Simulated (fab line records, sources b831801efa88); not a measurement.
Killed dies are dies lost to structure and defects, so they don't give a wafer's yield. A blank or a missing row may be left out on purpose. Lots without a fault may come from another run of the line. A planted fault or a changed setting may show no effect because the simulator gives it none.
Which tool did it? | flow gf180mcu | 6 lots, 18 wafers sampled, at 3 steps of a route of 602

WHAT THE GAUGES READ, wafer by wafer
GF_V3_OVL_MEAS_15.
lot  | measured     | on         | V3_OVL (nm)
L899 | day 23 02:07 | overlay-02 | 4 6 7
L901 | day 23 16:50 | overlay-02 | 12 5 9
L908 | day 26 03:42 | overlay-02 | -2 0 0
L910 | day 26 20:33 | overlay-01 | -7 -9 -4
L918 | day 29 18:26 | overlay-02 | 4 8 2
L920 | day 30 06:59 | overlay-01 | 7 3 -3

WHICH TOOL RAN EACH LOT (tool, then ch and the chambers of the sampled wafers, then the start)
lot  | GF_DUAL_GATE_OXIDATION_15     | GF_M3_METAL_ETCH_16
L899 | furnace-02 ch 0, day 8 20:32  | rie_metal-01 ch 1, day 22 01:51
L901 | furnace-02 ch 0, day 9 08:53  | rie_metal-04 ch 0,1, day 22 16:55
L908 | furnace-01 ch 0, day 11 12:46 | rie_metal-04 ch 0,1, day 25 05:34
L910 | furnace-02 ch 0, day 12 02:31 | rie_metal-03 ch 1, day 25 22:43
L918 | furnace-02 ch 0, day 15 02:19 | rie_metal-04 ch 0,1, day 28 22:04
L920 | furnace-02 ch 0, day 15 14:50 | rie_metal-03 ch 0,1, day 29 10:34
- GF_DUAL_GATE_OXIDATION_15: stabilise 600 s, purge 300 s, target thk 7.098 nm.
- GF_M3_METAL_ETCH_16: etches the open film in Cl2/BCl3, stops on SiO2, target depth 750.8 nm, time 125.1 s.

THE ANSWER, worked out from the rows above alone
Rule: what is usual is taken from the lots themselves. Put in order of their means at a reading, lots are off if they are a third of the lots or fewer, leave a main group of 4 or more, and stand apart from it by a gap of 3 or more times the standard deviation of the main group's means; of several such gaps the widest counts. A main group whose means are all the same, to the digits that the tables above print for the reading, isn't used. A lot without any number at a reading at which 4 lots or more have one is off too. The other lots that the step has rows for count as sound.
No lot is off at any reading shown: from this, nothing can be told.

WHAT THE SIMULATOR HAD PUT IN
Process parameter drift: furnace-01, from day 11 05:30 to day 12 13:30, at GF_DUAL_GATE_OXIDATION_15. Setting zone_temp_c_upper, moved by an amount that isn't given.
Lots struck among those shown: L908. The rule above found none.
